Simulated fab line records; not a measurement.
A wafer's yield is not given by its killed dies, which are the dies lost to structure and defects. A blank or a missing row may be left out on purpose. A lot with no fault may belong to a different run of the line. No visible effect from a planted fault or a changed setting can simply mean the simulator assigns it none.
fab line records	flow gf180mcu	part 1 of 2: steps 1 to 27 of 37
record lots=5	wafers=15	lastDay=34
route steps=602 shown VT_IMPLANT@120 MVSD@136 NWELL@137 LVPWELL@138 MVPSD@139 DUAL_GATE@141
lots with no fault: from the same line, run without faults
startH: hours from the record's opening day to when the first of the lot's shown wafers began	waitH: time in hours since the lot's previous step	" as in the row above	L1.1+2: several wafers, shown together as one row	- no value present, or no start provided	* or withheld: withheld	< > ~ a bound
route shown NAME@n: names a module that has steps shown in the file, with the first one's number in the route	usual: mean/standard deviation taken from wafers without a fault	same: alike in all rows	chamber/n: place in a boat	sites: per-site readings	_std_site: the values' standard deviation	_edge_site: the outer-site mean with the inner-site mean subtracted	radiusMm: how far each site lies from the wafer's centre	mask NAME#n: copy n	behind: the most recent tool/chamber to have shaped the wafer	hold: reason for holding the lot/hours on hold/outcome of the hold	device: the transistor (n, p or np) that didn't switch	end of line: tests run on the same wafers once the route is complete	step lacking rows: just its recipe	killed: the dies lost at the first sort to structure and to defects; this is not the yield of the wafer	map: dies across one wafer; x = killed, . = not, _ = none there
set.NAME: setting as actually run; set.NAME@STEP: the setting as run at that earlier step	model.NAME: the simulator's own value behind a step, which no gauge read
certain route steps with their lots: each step a table, each wafer a row
services: from which hour (startH, from the record's first day; less than 0 if before it) a tool's chamber was out of use, for how many hours, and why
## steps
# step GF_VT_IMPLANT_IMPLANT_30
# recipe species=B	energyKev=25	doseCm2=2.534e+12	tiltDeg=7
lot.wafer	tool	chamber	startH	waitH
L075.1+3+4	implanter-01	0	149.40	0.0
L079.3+4+6	implanter-03	0	172.64	0.1
L087.2+5+6	implanter-01	0	226.62	0.0
L091.4+5+6	implanter-04	0	251.86	0.1
L096.1+4+6	implanter-01	0	283.79	0.0
# step GF_VT_IMPLANT_STRIP_31
# recipe chemistry=O2/N2	powerW=1400	pressureMtorr=1500	platenTempC=250	o2FlowSccm=3000	n2FlowSccm=300	overashFraction=0.5
# usual drypumpMotorCurrentA=5.5/0.4	heaterPowerW=338/22	o2FlowSccm=2999/8.7	oesProductAu=0.716/0.0052	stripTimeToEndpointS=12.62/0.033
lot.wafer	tool	chamber	startH	waitH	drypumpMotorCurrentA	heaterPowerW	o2FlowSccm	oesProductAu	rfHoursCounterH	stripTimeToEndpointS
L075.1	plasmaAsher-03	1	149.55	0.1	5.4	327	3001	0.714	48	12.59
L075.3	"	1	"	"	5.4	329	2994	0.713	-	12.59
L075.4	"	0	"	"	4.9	343	2986	0.718	-	12.60
L079.3	plasmaAsher-03	1	172.77	0.1	5.4	325	2997	0.714	-	12.56
L079.4	"	0	"	"	4.9	340	3005	0.711	-	12.59
L079.6	"	1	"	"	5.4	321	2989	0.721	-	12.56
L087.2	plasmaAsher-02	1	226.74	0.1	5.6	352	2995	0.714	11	12.57
L087.5	"	0	"	"	6.1	344	2995	0.712	-	12.56
L087.6	"	1	"	"	5.6	346	3007	0.723	-	12.60
L091.4	plasmaAsher-03	0	251.97	0.1	4.9	339	2989	0.704	-	12.65
L091.5	"	1	"	"	5.4	324	3021	0.713	-	12.72
L091.6	"	0	"	"	4.9	343	2993	0.720	-	12.68
L096.1	plasmaAsher-02	1	283.94	0.1	5.6	341	3000	0.721	17	12.64
L096.4	"	1	"	"	5.6	353	3000	0.721	-	12.60
L096.6	"	1	"	"	5.6	342	3007	0.716	-	12.63
# step GF_VT_IMPLANT_TW_MEAS_32
# usual VT_IMPLANT_3_TW=267.3/1.7
lot.wafer	tool	chamber	startH	waitH	VT_IMPLANT_3_TW
L075.1	filmMetro-03	-	149.65	0.1	266.1
L075.3	"	-	"	"	265.3
L075.4	"	-	"	"	265.3
L079.3	filmMetro-01	-	172.86	0.1	267.3
L079.4	"	-	"	"	267.1
L079.6	"	-	"	"	266.9
L087.2	filmMetro-03	-	226.85	0.1	266.9
L087.5	"	-	"	"	267.5
L087.6	"	-	"	"	266.0
L091.4	filmMetro-03	-	252.07	0.1	266.9
L091.5	"	-	"	"	268.4
L091.6	"	-	"	"	267.1
L096.1	filmMetro-01	-	284.04	0.1	265.8
L096.4	"	-	"	"	263.0
L096.6	"	-	"	"	264.2
# step GF_VT_IMPLANT_DEHYDRATE_33
# recipe tempC=200	timeS=60
# usual chillPlateTempC=23.01/0.096
lot.wafer	tool	chamber	startH	waitH	chillPlateTempC
L075.1	lithoTrack-03	0	157.27	7.6	22.90
L075.3	"	0	"	"	23.01
L075.4	"	0	"	"	23.08
L079.3	lithoTrack-01	0	180.61	7.7	23.00
L079.4	"	0	"	"	23.03
L079.6	"	0	"	"	23.05
L087.2	lithoTrack-01	0	235.58	8.7	23.01
L087.5	"	0	"	"	23.06
L087.6	"	0	"	"	23.15
L091.4	lithoTrack-01	0	260.03	8.0	23.13
L091.5	"	0	"	"	22.99
L091.6	"	0	"	"	23.00
L096.1	lithoTrack-02	0	292.90	8.8	23.11
L096.4	"	0	"	"	23.13
L096.6	"	0	"	"	23.16
# step GF_VT_IMPLANT_HMDS_34
# recipe primeTimeS=60	primeTempC=120
# usual chillPlateTempC=23.01/0.11
lot.wafer	tool	chamber	startH	waitH	chillPlateTempC
L075.1	lithoTrack-03	0	157.42	0.1	23.02
L075.3	"	0	"	"	23.13
L075.4	"	0	"	"	22.89
L079.3	lithoTrack-01	0	180.76	0.1	22.98
L079.4	"	0	"	"	23.08
L079.6	"	0	"	"	22.97
L087.2	lithoTrack-01	0	235.73	0.1	23.07
L087.5	"	0	"	"	22.85
L087.6	"	0	"	"	22.95
L091.4	lithoTrack-01	0	260.18	0.1	23.06
L091.5	"	0	"	"	23.08
L091.6	"	0	"	"	22.96
L096.1	lithoTrack-02	0	293.05	0.1	22.92
L096.4	"	0	"	"	22.96
L096.6	"	0	"	"	22.90
# step GF_VT_IMPLANT_COAT_35
# recipe resist=NOVOLAK	spinRpm=3000	resistThkNm=1000
# usual chillPlateTempC=22.99/0.1
lot.wafer	tool	chamber	startH	waitH	chillPlateTempC
L075.1	lithoTrack-03	0	157.57	0.1	23.00
L075.3	"	0	"	"	22.99
L075.4	"	0	"	"	23.07
L079.3	lithoTrack-01	0	180.91	0.1	23.03
L079.4	"	0	"	"	23.05
L079.6	"	0	"	"	23.01
L087.2	lithoTrack-01	0	235.88	0.1	22.90
L087.5	"	0	"	"	23.00
L087.6	"	0	"	"	22.85
L091.4	lithoTrack-01	0	260.33	0.1	22.98
L091.5	"	0	"	"	23.07
L091.6	"	0	"	"	23.01
L096.1	lithoTrack-02	0	293.20	0.1	23.05
L096.4	"	0	"	"	22.95
L096.6	"	0	"	"	22.92
# step GF_VT_IMPLANT_SOFTBAKE_36
# recipe tempC=90	timeS=60	resist=NOVOLAK
# usual chillPlateTempC=23.01/0.13
lot.wafer	tool	chamber	startH	waitH	chillPlateTempC
L075.1	lithoTrack-03	0	157.72	0.1	22.94
L075.3	"	0	"	"	22.91
L075.4	"	0	"	"	23.10
L079.3	lithoTrack-01	0	181.06	0.1	22.75
L079.4	"	0	"	"	22.79
L079.6	"	0	"	"	22.85
L087.2	lithoTrack-01	0	236.03	0.1	23.19
L087.5	"	0	"	"	23.20
L087.6	"	0	"	"	23.16
L091.4	lithoTrack-01	0	260.48	0.1	22.92
L091.5	"	0	"	"	22.96
L091.6	"	0	"	"	22.99
L096.1	lithoTrack-02	0	293.35	0.1	23.17
L096.4	"	0	"	"	23.00
L096.6	"	0	"	"	22.94
# step GF_VT_IMPLANT_EXPOSE_37
# recipe maskId=Nwell_HV_AREA	targetCdNm=860	na=0.6	sourceShape=conventional	sigmaOuter=0.6	doseMj=140
lot.wafer	tool	chamber	startH	waitH	mask
L075.1+3+4	ilineStepper-01	0	-	-	Nwell_HV_AREA#0
L079.3+4+6	ilineStepper-01	0	-	-	Nwell_HV_AREA#0
L087.2+5+6	ilineStepper-02	0	-	-	Nwell_HV_AREA#0
L091.4+5+6	ilineStepper-01	0	-	-	Nwell_HV_AREA#0
L096.1+4+6	ilineStepper-01	0	-	-	Nwell_HV_AREA#0
# step GF_VT_IMPLANT_PEB_38
# recipe tempC=withheld	timeS=*	resist=NOVOLAK
# usual chillPlateTempC=*
lot.wafer	tool	chamber	startH	waitH	chillPlateTempC
L075.1	lithoTrack-03	0	-	-	*
L075.3	"	0	"	"	*
L075.4	"	0	"	"	*
L079.3	lithoTrack-01	0	-	-	*
L079.4	"	0	"	"	*
L079.6	"	0	"	"	*
L087.2	lithoTrack-01	0	-	-	*
L087.5	"	0	"	"	*
L087.6	"	0	"	"	*
L091.4	lithoTrack-02	0	-	-	*
L091.5	"	0	"	"	*
L091.6	"	0	"	"	*
L096.1	lithoTrack-02	0	-	-	*
L096.4	"	0	"	"	*
L096.6	"	0	"	"	*
# step GF_VT_IMPLANT_DEVELOP_39
# recipe developTimeS=60	devTempC=23
# usual chillPlateTempC=23.00/0.095
lot.wafer	tool	chamber	startH	waitH	chillPlateTempC
L075.1	lithoTrack-03	0	165.62	0.1	22.94
L075.3	"	0	"	"	23.03
L075.4	"	0	"	"	23.07
L079.3	lithoTrack-01	0	189.11	0.1	23.09
L079.4	"	0	"	"	22.87
L079.6	"	0	"	"	23.11
L087.2	lithoTrack-01	0	244.23	0.1	22.98
L087.5	"	0	"	"	23.11
L087.6	"	0	"	"	23.03
L091.4	lithoTrack-02	0	270.48	0.1	23.02
L091.5	"	0	"	"	23.09
L091.6	"	0	"	"	23.06
L096.1	lithoTrack-02	0	303.15	0.1	23.15
L096.4	"	0	"	"	22.86
L096.6	"	0	"	"	23.04
# step GF_VT_IMPLANT_OVL_MEAS_40
# usual VT_IMPLANT_03_OVL=-0.9/1.5
lot.wafer	tool	chamber	startH	waitH	VT_IMPLANT_03_OVL[nm]
L075.1	overlay-01	-	165.77	0.1	-0.5
L075.3	"	-	"	"	-1.3
L075.4	"	-	"	"	-0.9
L079.3	overlay-01	-	189.22	0.1	-1.1
L079.4	"	-	"	"	-1.7
L079.6	"	-	"	"	0.0
L087.2	overlay-01	-	244.36	0.1	1.1
L087.5	"	-	"	"	0.4
L087.6	"	-	"	"	-1.0
L091.4	overlay-02	-	270.57	0.1	-3.2
L091.5	"	-	"	"	-4.8
L091.6	"	-	"	"	-2.3
L096.1	overlay-01	-	303.30	0.1	1.5
L096.4	"	-	"	"	0.0
L096.6	"	-	"	"	-0.2
# step GF_VT_IMPLANT_IMPLANT_41
# recipe species=As	energyKev=70	doseCm2=1.013e+12	tiltDeg=7
lot.wafer	tool	chamber	startH	waitH
L075.1+3+4	implanter-04	0	165.80	0.0
L079.3+4+6	implanter-03	0	189.29	0.1
L087.2+5+6	implanter-04	0	244.42	0.0
L091.4+5+6	implanter-01	0	270.66	0.1
L096.1+4+6	implanter-01	0	303.34	0.0
# step GF_VT_IMPLANT_STRIP_42
# recipe chemistry=O2/N2	powerW=1400	pressureMtorr=1500	platenTempC=250	o2FlowSccm=3000	n2FlowSccm=300	overashFraction=0.5
# usual drypumpMotorCurrentA=5.5/0.37	heaterPowerW=336/30	o2FlowSccm=3001/8.8	oesProductAu=0.716/0.0048	stripTimeToEndpointS=12.62/0.042
lot.wafer	tool	chamber	startH	waitH	drypumpMotorCurrentA	heaterPowerW	o2FlowSccm	oesProductAu	rfHoursCounterH	stripTimeToEndpointS
L075.1	plasmaAsher-04	1	165.95	0.1	5.8	296	3009	0.708	38	12.58
L075.3	"	1	"	"	5.8	291	3007	0.712	-	12.58
L075.4	"	0	"	"	5.2	373	2995	0.709	-	12.62
L079.3	plasmaAsher-04	1	189.43	0.1	5.8	285	3001	0.716	-	12.72
L079.4	"	0	"	"	5.2	368	2998	0.715	-	12.65
L079.6	"	0	"	"	5.2	375	2991	0.719	-	12.68
L087.2	plasmaAsher-03	0	244.54	0.1	4.9	344	3002	0.717	58	12.61
L087.5	"	0	"	"	4.9	333	3014	0.714	-	12.64
L087.6	"	1	"	"	5.4	323	2994	0.706	-	12.62
L091.4	plasmaAsher-04	1	270.77	0.1	5.8	294	2980	0.711	-	12.59
L091.5	"	1	"	"	5.8	296	2995	0.714	-	12.58
L091.6	"	0	"	"	5.2	376	2992	0.710	-	12.58
L096.1	plasmaAsher-04	0	303.49	0.1	5.2	375	3000	0.711	52	12.68
L096.4	"	1	"	"	5.8	289	3003	0.714	-	12.65
L096.6	"	1	"	"	5.8	291	3013	0.721	-	12.67
# step GF_VT_IMPLANT_TW_MEAS_43
# usual VT_IMPLANT_4_TW=688/4.2
lot.wafer	tool	chamber	startH	waitH	VT_IMPLANT_4_TW
L075.1	filmMetro-01	-	166.05	0.1	683
L075.3	"	-	"	"	687
L075.4	"	-	"	"	689
L079.3	filmMetro-03	-	189.51	0.1	685
L079.4	"	-	"	"	684
L079.6	"	-	"	"	688
L087.2	filmMetro-03	-	244.65	0.1	685
L087.5	"	-	"	"	690
L087.6	"	-	"	"	688
L091.4	filmMetro-02	-	270.87	0.1	690
L091.5	"	-	"	"	692
L091.6	"	-	"	"	692
L096.1	filmMetro-01	-	303.59	0.1	688
L096.4	"	-	"	"	685
L096.6	"	-	"	"	687
# step GF_VT_IMPLANT_CLEAN_44
# recipe chemistry=SC1/SC2	mix=1:4:20	tempC=70	timeS=150	dry=n2Spin
lot.wafer	tool	chamber	startH	waitH
L075.1+3+4	wetBench-04	1	166.11	0.1
L079.3+4+6	wetBench-04	0	189.55	0.0
L087.2+5+6	wetBench-02	3	244.70	0.0
L091.4+5+6	wetBench-03	3	270.90	0.0
L096.1+4+6	wetBench-03	3	303.65	0.1
# step GF_VT_IMPLANT_RTA_45
# recipe tempC=1050	timeS=30	ambient=N2
# usual lampPowerPct=36.1/0.5	wafer_temp_C_max=1055.6/1.6
lot.wafer	tool	chamber	startH	waitH	lampPowerPct	wafer_temp_C_max
L075.1	rtpAnneal-01	0	166.22	0.0	35.6	1053.0
L075.3	"	0	"	"	35.6	1054.0
L075.4	"	0	"	"	35.6	1053.0
L079.3	rtpAnneal-01	0	189.65	0.0	35.6	1053.5
L079.4	"	0	"	"	35.5	1054.6
L079.6	"	0	"	"	35.5	1054.7
L087.2	rtpAnneal-02	0	244.77	0.0	36.6	1058.1
L087.5	"	0	"	"	36.6	1056.9
L087.6	"	0	"	"	36.6	1057.2
L091.4	rtpAnneal-02	0	271.00	0.1	36.6	1057.6
L091.5	"	0	"	"	36.6	1056.1
L091.6	"	0	"	"	36.6	1056.6
L096.1	rtpAnneal-01	0	303.70	0.0	35.6	1055.6
L096.4	"	0	"	"	35.5	1054.8
L096.6	"	0	"	"	35.6	1056.0
# step GF_VT_IMPLANT_RS_MEAS_46
# recipe thkMeasGauge=four-point-probe
# usual MVSD_RS=455.9/1.1
lot.wafer	tool	chamber	startH	waitH	MVSD_RS[ohm/sq]
L075.1	filmMetro-02	-	166.32	0.1	456.0
L075.3	"	-	"	"	456.6
L075.4	"	-	"	"	456.1
L079.3	filmMetro-02	-	189.75	0.1	455.5
L079.4	"	-	"	"	456.5
L079.6	"	-	"	"	455.7
L087.2	filmMetro-04	-	244.87	0.1	457.6
L087.5	"	-	"	"	456.5
L087.6	"	-	"	"	457.9
L091.4	filmMetro-04	-	271.11	0.1	455.5
L091.5	"	-	"	"	456.5
L091.6	"	-	"	"	455.8
L096.1	filmMetro-03	-	303.80	0.1	456.6
L096.4	"	-	"	"	454.3
L096.6	"	-	"	"	456.6
# step GF_VT_IMPLANT_RS_MEAS_47
# recipe thkMeasGauge=four-point-probe
# usual NWELL_RS=487.6/1.2
lot.wafer	tool	chamber	startH	waitH	NWELL_RS[ohm/sq]
L075.1	filmMetro-02	-	166.44	0.1	488.8
L075.3	"	-	"	"	488.2
L075.4	"	-	"	"	487.7
L079.3	filmMetro-02	-	189.87	0.1	487.1
L079.4	"	-	"	"	486.3
L079.6	"	-	"	"	487.8
L087.2	filmMetro-04	-	244.99	0.1	486.4
L087.5	"	-	"	"	487.3
L087.6	"	-	"	"	488.2
L091.4	filmMetro-04	-	271.23	0.1	487.4
L091.5	"	-	"	"	487.5
L091.6	"	-	"	"	488.3
L096.1	filmMetro-03	-	303.92	0.1	486.4
L096.4	"	-	"	"	489.4
L096.6	"	-	"	"	487.3
# step GF_VT_IMPLANT_RS_MEAS_48
# recipe thkMeasGauge=four-point-probe
# usual LVPWELL_RS=1195.3/2.8
lot.wafer	tool	chamber	startH	waitH	LVPWELL_RS[ohm/sq]
L075.1	filmMetro-02	-	166.56	0.1	1193.5
L075.3	"	-	"	"	1192.0
L075.4	"	-	"	"	1192.5
L079.3	filmMetro-02	-	189.99	0.1	1201.4
L079.4	"	-	"	"	1195.9
L079.6	"	-	"	"	1198.3
L087.2	filmMetro-04	-	245.11	0.1	1194.2
L087.5	"	-	"	"	1197.5
L087.6	"	-	"	"	1195.9
L091.4	filmMetro-04	-	271.35	0.1	1195.4
L091.5	"	-	"	"	1198.1
L091.6	"	-	"	"	1196.3
L096.1	filmMetro-03	-	304.04	0.1	1201.4
L096.4	"	-	"	"	1195.4
L096.6	"	-	"	"	1198.3
# step GF_VT_IMPLANT_RS_MEAS_49
# recipe thkMeasGauge=four-point-probe
# usual MVPSD_RS=1166.8/2.9
lot.wafer	tool	chamber	startH	waitH	MVPSD_RS[ohm/sq]
L075.1	filmMetro-02	-	166.68	0.1	1167.4
L075.3	"	-	"	"	1164.7
L075.4	"	-	"	"	1161.2
L079.3	filmMetro-02	-	190.11	0.1	1172.6
L079.4	"	-	"	"	1169.2
L079.6	"	-	"	"	1169.0
L087.2	filmMetro-04	-	245.23	0.1	1167.5
L087.5	"	-	"	"	1164.2
L087.6	"	-	"	"	1166.5
L091.4	filmMetro-04	-	271.47	0.1	1164.6
L091.5	"	-	"	"	1164.4
L091.6	"	-	"	"	1165.5
L096.1	filmMetro-03	-	304.16	0.1	1170.5
L096.4	"	-	"	"	1168.8
L096.6	"	-	"	"	1170.6
# step GF_VT_IMPLANT_WET_ETCH_50
# recipe chemistry=dHF	targetDepthNm=20	target=SiO2	tempC=25	dilution=100:1	timeS=400
lot.wafer	tool	chamber	startH	waitH
L075.1+3+4	wetBench-04	0	166.80	0.1
L079.3+4+6	wetBench-04	2	190.19	0.1
L087.2+5+6	wetBench-04	0	245.33	0.1
L091.4+5+6	wetBench-03	3	271.53	0.0
L096.1+4+6	wetBench-03	3	304.29	0.1
# step GF_DUAL_GATE_CLEAN_00
# recipe chemistry=SC1/SC2	mix=1:4:20	tempC=70	timeS=150
lot.wafer	tool	chamber	startH	waitH
L075.1+3+4	wetBench-03	0	167.06	0.0
L079.3+4+6	wetBench-03	1	190.33	0.0
L087.2+5+6	wetBench-02	1	245.46	0.0
L091.4+5+6	wetBench-04	3	271.65	0.0
L096.1+4+6	wetBench-03	1	304.42	0.0
# step GF_DUAL_GATE_CLEAN_01
# recipe chemistry=dHF	timeS=20	dilution=100:1	dry=ipaMarangoni
lot.wafer	tool	chamber	startH	waitH
L075.1+3+4	wetBench-02	0	167.11	0.0
L079.3+4+6	wetBench-02	1	190.38	0.0
L087.2+5+6	wetBench-03	0	245.51	0.0
L091.4+5+6	wetBench-02	1	271.70	0.0
L096.1+4+6	wetBench-03	3	304.48	0.0
# step GF_DUAL_GATE_OXIDATION_02
# recipe tempC=900	ambient=O2	stabiliseS=600	purgeS=300	targetThkA=108.87	oxTimeS=1602
# usual spikeTcTopC=915.6/1.2	zonePowerBottomPct=28.9/2.5
lot.wafer	tool	chamber	startH	waitH	spikeTcTopC	zonePowerBottomPct
L075.1	furnace-01	0	167.13	0.0	915.6	30.5
L075.3	"	0	"	"	913.1	30.1
L075.4	"	0	"	"	914.3	30.7
L079.3	furnace-02	0	191.51	1.1	917.2	25.9
L079.4	"	0	"	"	916.4	25.9
L079.6	"	0	"	"	916.3	25.7
L087.2	furnace-02	0	253.45	7.9	916.0	25.5
L087.5	"	0	"	"	916.4	25.3
L087.6	"	0	"	"	916.7	25.6
L091.4	furnace-01	0	271.71	0.0	916.2	30.7
L091.5	"	0	"	"	916.6	31.1
L091.6	"	0	"	"	914.9	31.0
L096.1	furnace-01	0	305.18	0.7	915.5	31.0
L096.4	"	0	"	"	914.4	30.4
L096.6	"	0	"	"	916.5	31.2
# step GF_DUAL_GATE_THK_MEAS_03
# recipe reads=SiO2_of_DUAL_GATE_OXIDATION_02
# usual DUAL_GATE_OXIDATION_00_THK=10.93/0.22
lot.wafer	tool	chamber	startH	waitH	DUAL_GATE_OXIDATION_00_THK[nm]
L075.1	filmMetro-02	-	168.57	0.0	10.70
L075.3	"	-	"	"	10.61
L075.4	"	-	"	"	10.69
L079.3	filmMetro-01	-	192.98	0.0	10.98
L079.4	"	-	"	"	10.84
L079.6	"	-	"	"	11.05
L087.2	filmMetro-01	-	254.90	0.0	11.22
L087.5	"	-	"	"	11.44
L087.6	"	-	"	"	11.23
L091.4	filmMetro-02	-	273.19	0.0	11.09
L091.5	"	-	"	"	10.92
L091.6	"	-	"	"	11.02
L096.1	filmMetro-01	-	306.63	0.0	10.72
L096.4	"	-	"	"	10.82
L096.6	"	-	"	"	10.75
# step GF_DUAL_GATE_DEHYDRATE_04
# recipe tempC=200	timeS=60
# usual chillPlateTempC=22.97/0.099
lot.wafer	tool	chamber	startH	waitH	chillPlateTempC
L075.1	lithoTrack-01	0	175.56	7.0	22.85
L075.3	"	0	"	"	23.05
L075.4	"	0	"	"	22.98
L079.3	lithoTrack-02	0	200.80	7.8	22.99
L079.4	"	0	"	"	22.98
L079.6	"	0	"	"	22.93
L087.2	lithoTrack-04	0	263.39	8.5	23.20
L087.5	"	0	"	"	23.06
L087.6	"	0	"	"	23.20
L091.4	lithoTrack-02	0	282.13	8.9	23.18
L091.5	"	0	"	"	23.02
L091.6	"	0	"	"	23.18
L096.1	lithoTrack-04	0	316.47	9.8	23.14
L096.4	"	0	"	"	22.94
L096.6	"	0	"	"	23.14
# step GF_DUAL_GATE_HMDS_05
# recipe primeTimeS=60	primeTempC=120
# usual chillPlateTempC=22.99/0.12
lot.wafer	tool	chamber	startH	waitH	chillPlateTempC
L075.1	lithoTrack-01	0	175.71	0.1	23.15
L075.3	"	0	"	"	22.93
L075.4	"	0	"	"	23.20
L079.3	lithoTrack-02	0	200.95	0.1	22.82
L079.4	"	0	"	"	22.87
L079.6	"	0	"	"	22.95
L087.2	lithoTrack-04	0	263.54	0.1	22.80
L087.5	"	0	"	"	23.00
L087.6	"	0	"	"	22.87
L091.4	lithoTrack-02	0	282.28	0.1	23.03
L091.5	"	0	"	"	23.08
L091.6	"	0	"	"	23.07
L096.1	lithoTrack-04	0	316.62	0.1	22.97
L096.4	"	0	"	"	22.89
L096.6	"	0	"	"	22.96
